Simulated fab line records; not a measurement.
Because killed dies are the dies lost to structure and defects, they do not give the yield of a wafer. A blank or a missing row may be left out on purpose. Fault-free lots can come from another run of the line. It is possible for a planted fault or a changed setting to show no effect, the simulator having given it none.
2 desks looking at one fault ; flow gf180mcu ; each desk holds nothing but its own numbers, with what lay behind them at the end

AT THE TOOL OWNER'S DESK: rtp anneal-01
The tool's own readings at GF_SALICIDE_RTA_06 (time 30 s): means of the sampled wafers that have a number, for each lot that ran on this tool. A lot is out of limits, marked OUT, if its mean lies more than 4 standard deviations from the usual mean; the brackets give that distance.
Columns: A = lamp power pct at GF_SALICIDE_RTA_06, usual 5.35 %; B = wafer_temp_C_max at GF_SALICIDE_RTA_06, usual 532.4
lot;first seen here;A;B
L237;day 15 14:49;5.18;531.7
L239;day 16 07:50;5.18;532.7
L241;day 16 22:52;5.18;532.2
L245;day 18 15:18;3.20 (-11) OUT;421.6 (-99 or more) OUT
L248;day 19 12:07;3.20 (-11) OUT;421.7 (-99 or more) OUT
L256;day 22 16:37;5.18;533.4
L257;day 22 16:53;5.18;532.1
L259;day 23 10:52;5.17;532.8
Finding of this desk: L245, L248 out of limits; the first was L245 at day 18 15:18, on lamp power pct at GF_SALICIDE_RTA_06. In limits: L237, L239, L241, L256, L257, L259.

METROLOGY DESK
What the gauges read, lot by lot, whatever tool the lot ran on: means of the sampled wafers that have a number. A lot is out of limits, marked OUT, if its mean lies more than 4 standard deviations from the usual mean; the brackets give that distance.
Columns: A = CONTACT_W_THK at GF_CONTACT_THK_MEAS_26, usual 314 nm; B = cd nm at GF_V1_CD_MEAS_14, usual 260.0 nm
lot;first seen here;A;B
L236;day 16 06:55;311;258.6
L237;day 16 13:31;321;262.8
L239;day 17 08:41;308;261.8
L240;day 17 15:18;315;258.3
L241;day 18 00:03;316;259.2
L242;day 18 16:37;317;257.4
L245;day 19 17:19;312;259.8
L246;day 20 02:01;312;259.8
L248;day 20 13:38;312;261.1
L254;day 22 14:55;313;261.2
L255;day 23 02:39;319;259.7
L256;day 23 17:39;310;259.2
L257;day 23 17:49;311;259.7
L259;day 24 11:41;315;258.9
This desk found nothing out of limits on any of the 14 lots.

BROUGHT TOGETHER
The tool owner's desk had the chance to raise an alarm at day 18 15:18 on L245, L248.
From the metrology desk's view, nothing was out of limits.
The metrology desk has L245, L248 on record, within its limits.
All the named lots went through GF_SALICIDE_RTA_06 on rtp anneal-01.

WHAT THE SIMULATOR HAD PUT IN
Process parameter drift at GF_SALICIDE_RTA_06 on rtp anneal-01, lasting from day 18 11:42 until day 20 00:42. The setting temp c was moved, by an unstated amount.
Struck lots among those shown: L245, L248.
Time in hours from fault onset to the first out-of-limits reading at each desk: the tool owner's desk, 4.
